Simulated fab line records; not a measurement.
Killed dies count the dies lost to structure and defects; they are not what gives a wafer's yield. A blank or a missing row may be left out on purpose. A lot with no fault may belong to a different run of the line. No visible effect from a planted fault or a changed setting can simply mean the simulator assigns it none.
The same fault as seen by 2 desks | flow sky130 | each desk holds nothing but its own numbers, with what lay behind them at the end

METROLOGY DESK
Lot by lot, what the gauges showed, no matter which tool ran the lot: averages of those sampled wafers that carry a number. Marked OUT: a lot whose mean sits more than 4 standard deviations from the usual mean, which makes it out of limits; the brackets give that distance.
Columns: A = LI_CONTACT_W_THK at SKY_LI_CONTACT_THK_MEAS_23, usual 390 nm
lot  | first seen here | A
L475 | day 30 19:06    | 378
L482 | day 31 22:32    | 386
L485 | day 31 23:47    | 395
L488 | day 32 01:55    | 396
L487 | day 32 04:27    | 386
L489 | day 37 11:20    | 393
L490 | day 38 00:02    | 376
L492 | day 38 03:53    | 390
L495 | day 38 04:37    | 386
L491 | day 38 07:56    | 391
L498 | day 38 09:11    | 389
L497 | day 38 11:25    | 390
This desk found nothing out of limits on any of the 12 lots.

THE TOOL OWNER'S DESK: lithoTrack-03
Per lot that ran on this tool, the mean of the sampled wafers carrying a number, from the tool's own readings at SKY_VIA2_SOFTBAKE_08 (time 90 s). Marked OUT: a lot whose mean sits more than 4 standard deviations from the usual mean, which makes it out of limits; the brackets give that distance.
Columns: A = heaterPowerTotalW at SKY_VIA2_SOFTBAKE_08, usual 57.35 W; B = plateTempC at SKY_VIA2_SOFTBAKE_08, usual 100.00 C; C = runLengthS at SKY_VIA2_SOFTBAKE_08, usual 119.27 s
lot  | first seen here | A               | B      | C
L475 | day 37 09:00    | 57.24           | 99.89  | 119.22
L482 | day 38 11:00    | 60.42 (+28) OUT | 99.77  | 107.43 (-54) OUT
L485 | day 38 13:00    | 60.34 (+27) OUT | 99.98  | 107.64 (-53) OUT
L489 | day 43 17:00    | 57.29           | 99.95  | 119.36
L490 | day 44 04:00    | 57.35           | 99.98  | 119.32
L491 | day 44 09:00    | 57.30           | 99.99  | 119.17
L492 | day 44 09:00    | 57.45           | 100.11 | 119.19
L497 | day 44 14:00    | 57.36           | 99.88  | 119.27
This desk finds L482, L485 out of limits, L482 being first, at day 38 11:00 (heaterPowerTotalW at SKY_VIA2_SOFTBAKE_08). In limits: L475, L489, L490, L491, L492, L497.

ALL TOGETHER
An alarm could have come from the tool owner's desk at day 38 11:00, on L482, L485.
Nothing out of limits was seen by the metrology desk.
The metrology desk has L482, L485 on record, within its limits.
All the named lots went through SKY_VIA2_SOFTBAKE_08 on lithoTrack-03.

WHAT HAD BEEN PUT IN BY THE SIMULATOR
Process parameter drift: lithoTrack-03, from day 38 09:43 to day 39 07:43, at SKY_VIA2_SOFTBAKE_08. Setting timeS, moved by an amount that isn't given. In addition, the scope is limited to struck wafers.
Lots struck among those shown: L482, L485.
Each desk's first reading out of limits, in hours after the fault started: the tool owner's desk, 1.
